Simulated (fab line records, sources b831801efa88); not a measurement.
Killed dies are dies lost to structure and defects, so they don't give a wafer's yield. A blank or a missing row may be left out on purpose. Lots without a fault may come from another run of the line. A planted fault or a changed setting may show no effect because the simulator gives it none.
Chamber matching | flow sky130 | SKY_POLY_GATE_ETCH_16 on rie_diel-03: 4 sister chambers
The step etches Si3N4 in CH3F/O2, stops on poly-Si, time 147.5 s, target depth 75 nm. 7 wafers are shown with their chamber, then 7 later ones without.

WAFERS WITH THEIR CHAMBER
wafer  | chamber | drypump_motor_current_A (A) | oes_product_au (a.u.)
L958.4 | 2       | 5.35                        | 0.645
L958.5 | 3       | 5.76                        | 0.651
L960.2 | 0       | 5.97                        | 0.633
L960.4 | 2       | 5.31                        | 0.640
L960.5 | 0       | 5.95                        | 0.632
L963.2 | 3       | 5.77                        | 0.643
L963.3 | 1       | 5.54                        | 0.639

WAFERS WITHOUT THEIR CHAMBER
wafer  | drypump_motor_current_A (A) | oes_product_au (a.u.)
L963.5 | 5.75                        | 0.645
L964.1 | 5.56                        | 0.640
L964.2 | 5.75                        | 0.638
L964.3 | 6.00                        | 0.641
L966.1 | 5.55                        | 0.648
L966.2 | 5.76                        | 0.640
L966.4 | 5.33                        | 0.639

WHICH CHAMBER EACH WENT THROUGH
wafer  | from the rows above | in truth
L963.5 | 3                   | 3
L964.1 | 1                   | 1
L964.2 | 3                   | 3
L964.3 | 0                   | 0
L966.1 | 1                   | 1
L966.2 | 3                   | 3
L966.4 | 2                   | 2
Placed correctly: 7 of 7. Can't be placed from these rows: 0. Placed wrongly: 0.
How it was worked out, from the rows above alone: a wafer's distance from a chamber is the root of the sum, over the readings, of the square of ((its reading less the chamber's mean) divided by the reading's scatter). The wafer belongs to the nearest chamber; if the next one is less than 2 further off, it can't be placed. A chamber's mean is the mean of its shown wafers. The scatter: the root of (the sum of the squares of (reading less its chamber's mean) over the shown wafers, divided by (wafers less chambers)).
